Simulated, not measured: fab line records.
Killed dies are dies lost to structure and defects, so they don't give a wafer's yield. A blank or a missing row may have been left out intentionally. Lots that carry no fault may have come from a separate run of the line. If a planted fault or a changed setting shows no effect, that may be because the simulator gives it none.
2 desks, one fault	flow gf180mcu	each desk holds nothing but its own numbers, with what lay behind them at the end

## THE METROLOGY DESK
Lot by lot, what the gauges showed, no matter which tool ran the lot: averages of those sampled wafers that carry a number. If a lot's mean is further than 4 standard deviations from the usual mean, the lot is out of limits and carries the mark OUT (the distance appears in the brackets).
Columns: A = cdNm at GF_NSD_CD_MEAS_07, usual 399.5 nm; B = NSD_TW at GF_NSD_TW_MEAS_12, usual 4258
lot	first seen here	A	B
L397	day 13 21:04	398.3	4325
L399	day 14 22:17	396.5	4229
L400	day 14 23:41	398.4	4220
L401	day 15 05:48	404.2	4257
L402	day 15 21:31	399.8	4297
L404	day 16 13:35	397.5	4235
L415	day 20 03:50	399.5	4196
L416	day 20 15:59	399.4	4314
L417	day 21 00:05	397.8	4242
L418	day 21 12:11	396.7	4194
L419	day 21 22:48	396.1	4280
This desk's finding: nothing out of limits on any of the 11 lots.

## TOOL OWNER'S DESK, rieDiel-03
The tool's own readings at GF_HV_LDD_ETCHBACK_58 (etches Si3N4 in CH3F/O2, stops on SiO2, time 100 s, target depth 90 nm): means of the sampled wafers that have a number, for each lot that ran on this tool. If a lot's mean is further than 4 standard deviations from the usual mean, the lot is out of limits and carries the mark OUT (the distance appears in the brackets).
Columns: A = drypumpMotorCurrentA at GF_HV_LDD_ETCHBACK_58, usual 5.8 A; B = oesProductAu at GF_HV_LDD_ETCHBACK_58, usual 0.843 a.u.; C = rfFwdPowerW at GF_HV_LDD_ETCHBACK_58, usual 397.5 W; D = runLengthS at GF_HV_LDD_ETCHBACK_58, usual 128.7 s; E = throttleValvePct at GF_HV_LDD_ETCHBACK_58, usual 10.561 %
lot	first seen here	A	B	C	D	E
L399	day 14 01:13	6.0	0.839	396.4	128.7	10.569
L401	day 14 08:36	5.9	0.835	396.9	128.5	10.561
L404	day 15 15:20	6.0	0.847	397.2	128.6	10.559
L405	day 15 22:40	5.7	0.998 (+25) OUT	-	88.1 (-94) OUT	10.577
L406	day 16 06:04	6.0	0.988 (+23) OUT	-	88.2 (-94) OUT	10.568
L416	day 19 14:55	6.0	0.839	395.7	128.5	10.562
L417	day 19 23:53	6.0	0.849	395.0	128.9	10.561
L419	day 20 22:50	5.7	0.843	397.3	128.5	10.569
This desk's finding: out of limits on L405, L406; first on L405, day 15 22:40 (oesProductAu at GF_HV_LDD_ETCHBACK_58). L399, L401, L404, L416, L417, L419: within limits.

## PUT TOGETHER
On L405, L406, at day 15 22:40, an alarm was possible from the tool owner's desk.
Nothing out of limits was seen by the metrology desk.
The metrology desk has no number on record for L405, L406.
All the named lots went through GF_HV_LDD_ETCHBACK_58 on rieDiel-03.

## WHAT THE SIMULATOR HAD PUT IN
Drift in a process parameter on rieDiel-03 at GF_HV_LDD_ETCHBACK_58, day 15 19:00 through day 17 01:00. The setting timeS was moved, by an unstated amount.
Struck lots among those shown: L405, L406.
Time in hours from fault onset to the first out-of-limits reading at each desk: the tool owner's desk, 4.
